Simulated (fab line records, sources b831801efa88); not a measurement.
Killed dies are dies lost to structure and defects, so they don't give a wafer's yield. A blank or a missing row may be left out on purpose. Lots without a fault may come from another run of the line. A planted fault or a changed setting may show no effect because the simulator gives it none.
A struck lot beside a sound one | flow sfq_line | 14 steps out of a route of 325
Sound: wafers L374.4, L374.5, L374.6. Struck: wafer L382.2. (L382.5 of the same lot was not struck and is left out.) The cause comes at the end.
At each step with rows: each side's tool, then ch and its chambers, then its first start. Under that, the readings that differ: sound wafers | struck wafers | difference of the means | sigmas: that difference in standard deviations of wafers without a fault.
alike: readings whose means differ by less than 2 such deviations, and words and numbers that are the same on both sides. not compared: withheld readings, readings that some wafer has no value for, bounds like >300 that may hide the same value, and numbers for which the record gives no deviation and whose values overlap.
The two part at a step that has a row with sigmas, a row that says differs or no value, or rows on one side only. Numbers that don't overlap but have no deviation are shown without sigmas and don't part them. A reading that every wafer of one side lacks parts them only if that side has two wafers or more.

first, 2 steps without rows for these wafers: SFQ_TRILAYER_C5_STRIP_SOLV_CLEAN_156 (cleans in NMP, time 600 s); SFQ_TRILAYER_M6_DEP_PRE_CLEAN_158 (time 22.5 s).
SFQ_TRILAYER_M6_DEP_SPUTTER_157: material Nb, target thk 200 nm, time 133.3 s.
  sound on pvd_sputter-05, day 63 12:58; struck on pvd_sputter-05, day 65 06:37
  alike: throttle_valve_pct
SFQ_M6_RS_MEAS_938: measures by four-point-probe.
  sound on film_metro-01, day 63 13:07; struck on film_metro-02, day 65 06:43
  alike: M6_NB_RS
then, 6 steps without rows for these wafers: SFQ_TRILAYER_M6_LITHO_COAT_164 (resist thk 62 nm); SFQ_TRILAYER_M6_LITHO_COAT_159 (resist thk 600 nm); SFQ_TRILAYER_M6_LITHO_SOFTBAKE_163; SFQ_TRILAYER_M6_LITHO_EXPOSE_160 (exposes mask M6, target cd 500 nm); SFQ_TRILAYER_M6_LITHO_PEB_162 (peb time 60 s); SFQ_TRILAYER_M6_LITHO_DEVELOP_161 (time 60 s).
-- the record jumps here: 5 days lie between the struck wafers' starts before and after --
SFQ_M6_OVL_MEAS_940:
  sound on overlay-01, day 63 15:39; struck on overlay-02, day 70 12:14
  alike: M6_OVL
SFQ_TRILAYER_M6_BARC_OPEN_METAL_ETCH_206: etches BARC in O2, target depth 125 nm, time 41.7 s.
  sound on rie_metal-01 ch 0,1, day 63 15:41; struck on rie_metal-04 ch 1, day 70 12:16
  reading                                             | sound           | struck | difference                   | sigmas
  rf_hours_counter_h (h)                              | - - -           | 83     | no value on the sound wafers |
  model.KrF_of_TRILAYER_M6_LITHO_COAT_159.thk_nm (nm) | 524.6 520.8 524 | 530.5  | +7.4                         |
  alike: drypump_motor_current_A, oes_product_au
SFQ_TRILAYER_M6_ETCH_METAL_ETCH_162: etches Nb in Cl2/Ar, stops on SiO2, target depth 240 nm, time 120 s.
  sound on rie_metal-01 ch 0,1, day 63 15:46; struck on rie_metal-04 ch 1, day 70 12:20
  reading                                             | sound             | struck | difference                   | sigmas
  rf_hours_counter_h (h)                              | - - -             | 83     | no value on the sound wafers |
  model.KrF_of_TRILAYER_M6_LITHO_COAT_159.thk_nm (nm) | 387.8 377.7 387.7 | 391.2  | +6.8                         |
  alike: drypump_motor_current_A, oes_product_au
SFQ_TRILAYER_M6_STRIP_STRIP_163: strips in O2.
  sound on rie_metal-01 ch 0,1, day 63 16:03; struck on rie_metal-04 ch 1, day 70 12:27
  reading                | sound | struck | difference                   | sigmas
  rf_hours_counter_h (h) | - - - | 83     | no value on the sound wafers |
  alike: drypump_motor_current_A, oes_product_au, platen_temp_c

WHERE THEY PART
First at SFQ_TRILAYER_M6_BARC_OPEN_METAL_ETCH_206; last, within this record, at SFQ_TRILAYER_M6_STRIP_STRIP_163.

WHY: what the simulator had put in
Process parameter drift: rie_metal-04, from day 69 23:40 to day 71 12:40, at SFQ_TRILAYER_M6_BARC_OPEN_METAL_ETCH_206. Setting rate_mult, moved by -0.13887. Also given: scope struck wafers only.
